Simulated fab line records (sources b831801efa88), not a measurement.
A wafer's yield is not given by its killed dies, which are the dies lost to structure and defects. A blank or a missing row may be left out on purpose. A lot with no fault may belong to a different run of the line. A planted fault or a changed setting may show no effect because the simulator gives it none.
A single fault, viewed from 2 desks :: flow sky130 :: numbers are kept per desk, each desk with only its own; the story behind them comes last

== AT THE METROLOGY DESK ==
Lot by lot, what the gauges showed, no matter which tool ran the lot: averages of those sampled wafers that carry a number. Any lot whose mean is over 4 standard deviations away from the usual mean is out of limits and marked OUT; that distance is given in the brackets.
Columns: A = cd nm at SKY_SONOS_ONO_CD_MEAS_13, usual 410.3 nm; B = SONOS_ONO_OVL at SKY_SONOS_ONO_OVL_MEAS_14, usual 1.1 nm; C = POLY_GATE_TW at SKY_RES_PROTECT_TW_MEAS_08, usual 4071; D = cd nm at SKY_POLY_GATE_CD_MEAS_13, usual 150.5 nm
lot: L951
first seen here: day 12 15:58
A: 410.1
B: 0.9
C: 4030
D: 150.8

lot: L953
first seen here: day 13 14:04
A: 411.4
B: 0.7
C: 4012
D: 150.8

lot: L954
first seen here: day 13 19:34
A: 408.1
B: 1.5
C: 4024
D: 135.1 (-13) OUT

lot: L956
first seen here: day 14 17:17
A: 411.0
B: 1.4
C: 4100
D: 151.0

lot: L957
first seen here: day 14 21:19
A: 409.8
B: -0.8
C: 4061
D: 138.0 (-10) OUT

lot: L958
first seen here: day 15 09:59
A: 411.4
B: 2.0
C: 4015
D: 137.4 (-11) OUT

lot: L961
first seen here: day 16 06:08
A: 410.5
B: 3.3
C: 4104
D: 143.5 (-5.8) OUT

lot: L964
first seen here: day 17 05:23
A: 410.8
B: 1.8
C: 4080
D: 148.8

lot: L969
first seen here: day 19 01:34
A: 410.5
B: 1.6
C: 4025
D: 151.8

lot: L970
first seen here: day 19 05:08
A: 409.8
B: 1.2
C: 4107
D: 148.8

lot: L972
first seen here: day 19 22:22
A: 410.3
B: -0.3
C: 4101
D: 150.2

lot: L973
first seen here: day 20 03:24
A: 410.2
B: 2.2
C: 4088
D: 149.6
This desk's verdict: out of limits on L954, L957, L958, L961, starting with L954 at day 17 18:05 (cd nm at SKY_POLY_GATE_CD_MEAS_13). Within limits: L951, L953, L956, L964, L969, L970, L972, L973.

== AT THE TOOL OWNER'S DESK: krf scanner-01 ==
The tool's own readings at SKY_POLY_GATE_EXPOSE_10 (exposes mask P1M, target cd 150 nm): means of the sampled wafers that have a number, for each lot that ran on this tool. Any lot whose mean is over 4 standard deviations away from the usual mean is out of limits and marked OUT; that distance is given in the brackets.
Columns: A = exposure dose mJ cm2 at SKY_POLY_GATE_EXPOSE_10, usual 28.010; B = focus offset nm at SKY_POLY_GATE_EXPOSE_10, usual 0.1 nm
lot: L953
first seen here: day 16 21:19
A: 28.044
B: -0.2

lot: L954
first seen here: day 17 03:07
A: 30.620 (+97) OUT
B: -0.0

lot: L957
first seen here: day 18 02:26
A: 30.155 (+79) OUT
B: -0.5

lot: L958
first seen here: day 18 17:16
A: 30.154 (+79) OUT
B: 0.4

lot: L961
first seen here: day 19 18:53
A: 29.341 (+49) OUT
B: -0.8
This desk's verdict: out of limits on L954, L957, L958, L961, starting with L954 at day 17 03:07 (exposure dose mJ cm2 at SKY_POLY_GATE_EXPOSE_10). Within limits: L953.

== BROUGHT TOGETHER ==
On L954, L957, L958, L961, at day 17 03:07, an alarm was possible from the tool owner's desk.
An alarm was possible from the metrology desk at day 17 18:05, on L954, L957, L958, L961.
Every lot named ran SKY_POLY_GATE_EXPOSE_10 on krf scanner-01.

== WHAT HAD BEEN PUT IN BY THE SIMULATOR ==
Process parameters drifting: krf scanner-01 at SKY_POLY_GATE_EXPOSE_10, beginning at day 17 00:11. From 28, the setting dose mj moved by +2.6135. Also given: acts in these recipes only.
Shown lots that were struck: L954, L957, L958, L961.
Hours from the fault's start to each desk's first reading out of limits: the tool owner's desk, 3; the metrology desk, 18.
